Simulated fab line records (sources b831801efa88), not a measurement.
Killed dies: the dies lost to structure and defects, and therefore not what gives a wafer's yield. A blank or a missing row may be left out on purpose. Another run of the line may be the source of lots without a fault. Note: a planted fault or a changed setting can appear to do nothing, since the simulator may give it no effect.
2 desks looking at one fault -- flow gf180mcu -- only its own numbers are on each desk; what lay behind them is given at the end

AT THE METROLOGY DESK
Lot by lot, what the gauges showed, no matter which tool ran the lot: averages of those sampled wafers that carry a number. Any lot whose mean is over 4 standard deviations away from the usual mean is out of limits and marked OUT; that distance is given in the brackets.
Columns: A = POLY_GATE_CVD_00_THK at GF_POLY_GATE_THK_MEAS_01, usual 199.9 nm; B = cd-nm at GF_POLY_GATE_CD_MEAS_10, usual 279.9 nm; C = POLY_GATE_OVL at GF_POLY_GATE_OVL_MEAS_11, usual 1 nm
lot,first seen here,A,B,C
L354,day 9 21:11,203.0,279.2,4
L356,day 10 14:00,199.4,280.1,-8
L358,day 11 05:25,201.4,279.7,4
L367,day 13 15:56,198.5,281.7,1
L368,day 14 00:35,197.2,280.1,1
L369,day 14 05:40,198.2,279.6,-2
L371,day 14 19:29,201.8,278.7,-3
This desk's verdict: no lot among the 7 shows anything out of limits.

FOR THE TOOL OWNER'S DESK: rie-si-01
The tool's own readings at GF_POLY_GATE_ETCH_13 (etches poly-Si in HBr/Cl2, stops on SiO2, target depth 198.5 nm, time 69.6 s): means of the sampled wafers that have a number, for each lot that ran on this tool. Any lot whose mean is over 4 standard deviations away from the usual mean is out of limits and marked OUT; that distance is given in the brackets.
Columns: A = bias-w at GF_POLY_GATE_ETCH_13, usual 100.02 W; B = drypump-motor-current-A at GF_POLY_GATE_ETCH_13, usual 5.9 A; C = oes-product-au at GF_POLY_GATE_ETCH_13, usual 0.990 a.u.; D = run-length-s at GF_POLY_GATE_ETCH_13, usual 98.1 s; E = throttle-valve-pct at GF_POLY_GATE_ETCH_13, usual 33.683 %
lot,first seen here,A,B,C,D,E
L354,day 10 15:32,99.92,6.0,0.995,98.3,33.682
L356,day 11 08:47,100.01,5.7,0.982,98.1,33.682
L367,day 14 12:23,99.98,6.0,0.985,94.8 (-9.0) OUT,33.688
L368,day 14 21:20,99.91,5.9,0.999,94.9 (-8.6) OUT,33.691
L369,day 15 02:19,-,6.2,1.000,87.9 (-27) OUT,33.685
Finding of this desk: L367, L368, L369 out of limits; the first was L367 at day 14 12:23, on run-length-s at GF_POLY_GATE_ETCH_13. In limits: L354, L356.

ALL TOGETHER
The tool owner's desk could have raised an alarm at day 14 12:23, on L367, L368, L369.
Nothing out of limits was seen by the metrology desk.
The metrology desk holds a record of L367, L368, L369, inside its limits.
On rie-si-01, each named lot ran GF_POLY_GATE_ETCH_13.

WHAT THE SIMULATOR HAD PUT IN
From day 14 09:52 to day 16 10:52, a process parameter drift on rie-si-01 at GF_POLY_GATE_ETCH_13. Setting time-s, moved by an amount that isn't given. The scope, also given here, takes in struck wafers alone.
Shown lots that were struck: L367, L368, L369.
Hours from the fault's start to each desk's first reading out of limits: the tool owner's desk, 3.
